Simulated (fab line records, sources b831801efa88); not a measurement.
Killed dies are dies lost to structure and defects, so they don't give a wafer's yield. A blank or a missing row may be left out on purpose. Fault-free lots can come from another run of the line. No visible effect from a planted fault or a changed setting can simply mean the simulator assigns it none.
A struck lot beside a sound one :: flow sky130 :: 40 out of 708 route steps
Sound: the wafers L669.3, L669.4, L669.5. Wafers struck: L677.1, L677.3, L677.4. The cause is named last.
For every step that has rows: the tool of each side, followed by ch and its chambers, followed by its first start. Under that, the readings that differ: sound wafers :: struck wafers :: difference of the means :: sigmas: that difference in standard deviations of wafers without a fault.
alike: readings whose means differ by less than 2 such deviations, and words and numbers that are the same on both sides. not compared: withheld readings, readings that some wafer has no value for, bounds like >300 that may hide the same value, and numbers for which the record gives no deviation and whose values overlap.
The two part at a step that has a row with sigmas, a row that says differs or no value, or rows on one side only. Numbers that have no deviation but don't overlap get no sigmas and don't part them. Lack of a reading on every wafer of one side parts them only where that side has two or more wafers.

first, 6 steps without rows for these wafers: SKY_METAL5_HMDS_08 (prime time 60 s); SKY_METAL5_COAT_09 (resist thk 1800 nm); SKY_METAL5_SOFTBAKE_10 (time 60 s); SKY_METAL5_EXPOSE_11 (exposes mask MM5, target cd 1600 nm); SKY_METAL5_PEB_12; SKY_METAL5_DEVELOP_13 (develop time 60 s).
SKY_METAL5_DESCUM_14: chemistry O2, time 11 s.
  sound on rie metal-01 ch 0,1, day 47 03:25; struck on rie metal-04 ch 0,1, day 48 22:03
  alike: chamber pressure mTorr, drypump motor current A, oes product au
  not compared: rf hours counter h
SKY_METAL5_METAL_ETCH_15: etches the open film in Cl2/BCl3, stops on SiO2, target depth 1260 nm, time 252 s.
  sound on rie metal-01 ch 0,1, day 47 03:31; struck on rie metal-04 ch 0,1, day 48 22:05
  alike: chamber pressure mTorr, drypump motor current A, mfc cl2 sccm, oes product au, throttle valve pct
  not compared: rf hours counter h
SKY_METAL5_STRIP_16: strips in O2/N2.
  sound on plasma asher-01 ch 0,1, day 47 03:43; struck on plasma asher-01 ch 0,1, day 48 22:19
  alike: chamber pressure mTorr, drypump motor current A, oes product au, strip time to endpoint s
  not compared: rf hours counter h
then, 3 steps without rows for these wafers: SKY_METAL5_STRIP_17 (strips in post etch residue remover, time 1200 s); SKY_METAL5_CLEAN_18 (cleans in IPA, time 180 s); SKY_METAL5_CLEAN_19 (cleans in O3/DIW).
SKY_PASSIVATION_CVD_00: deposits SiO2, target thk 90 nm.
  sound on pecvd-02 ch 0,1,2, day 47 04:22; struck on pecvd-04 ch 1,2, day 48 22:59
  alike: heater power w
SKY_PASSIVATION_THK_MEAS_01:
  sound: film metro-03 at day 47 04:24; struck: film metro-01 at day 48 23:00
  alike: PASSIVATION_CVD_00_THK
then, 1 step without rows for these wafers: SKY_PASSIVATION_CVD_02 (deposits Si3N4, target thk 540 nm).
SKY_PASSIVATION_THK_MEAS_03:
  sound: film metro-03 at day 47 04:41; struck: film metro-03 at day 48 23:17
  alike: PASSIVATION_CVD_02_THK
then, 7 steps without rows for these wafers: SKY_PASSIVATION_DEHYDRATE_04 (time 60 s); SKY_PASSIVATION_HMDS_05 (prime time 60 s); SKY_PASSIVATION_COAT_06 (resist thk 3000 nm); SKY_PASSIVATION_SOFTBAKE_07; SKY_PASSIVATION_EXPOSE_08 (exposes mask NSM, target cd 3000 nm); SKY_PASSIVATION_PEB_09; SKY_PASSIVATION_DEVELOP_10 (develop time 60 s).
SKY_PASSIVATION_ETCH_11: etches the open film in CF4/O2, stops on AlCu, target depth 725 nm, time 161.1 s.
  sound on rie diel-01 ch 0,1,2, day 48 00:08; struck on rie diel-04 ch 0,2, day 49 16:17
reading: cf4 flow sccm (sccm)
sound: 79.99 80.45 80.04
struck: 79.46 79.30 79.79
difference: -0.64
sigmas: -3
  alike: chamber pressure mTorr, drypump motor current A, oes product au, throttle valve pct
  not compared: rf hours counter h
then, 9 steps without rows for these wafers: SKY_PASSIVATION_STRIP_12 (strips in O2/N2); SKY_PAD_OPEN_DEHYDRATE_00 (time 60 s); SKY_PAD_OPEN_HMDS_01 (prime time 60 s); SKY_PAD_OPEN_COAT_02 (resist thk 3000 nm); SKY_PAD_OPEN_SOFTBAKE_03; SKY_PAD_OPEN_EXPOSE_04 (exposes mask PDM, target cd 60000 nm); SKY_PAD_OPEN_PEB_05; SKY_PAD_OPEN_DEVELOP_06 (develop time 60 s); SKY_PAD_OPEN_ETCH_07 (etches the open film in CF4/O2, stops on AlCu, target depth 725 nm, time 161.1 s).
SKY_PAD_OPEN_STRIP_08: strips in O2/N2.
  sound on plasma asher-03 ch 0,1, day 48 18:11; struck on plasma asher-04 ch 0,1, day 50 08:52
  alike: chamber pressure mTorr, drypump motor current A, oes product au, strip time to endpoint s
  not compared: rf hours counter h
then, 4 steps without rows for these wafers: SKY_PAD_OPEN_STRIP_09 (strips in post etch residue remover, time 1200 s); SKY_PAD_OPEN_CLEAN_10 (cleans in IPA, time 180 s); SKY_PAD_OPEN_CLEAN_11 (cleans in O3/DIW); SKY_PAD_OPEN_ANNEAL_12.
SKY_PAD_OPEN_BOW_MEAS_13:
  sound: film metro-01 at day 48 20:18; struck: film metro-02 at day 50 11:47
  alike: PAD_OPEN_BOW
SKY_PAD_OPEN_PROBE_99:
  record: rows for the struck wafers here (prober-02, day 50 11:54), none for the sound ones

## WHERE THEY PART
Last at SKY_PAD_OPEN_PROBE_99 as far as this record goes, first at SKY_PASSIVATION_ETCH_11.

WHY: the cause the simulator had injected
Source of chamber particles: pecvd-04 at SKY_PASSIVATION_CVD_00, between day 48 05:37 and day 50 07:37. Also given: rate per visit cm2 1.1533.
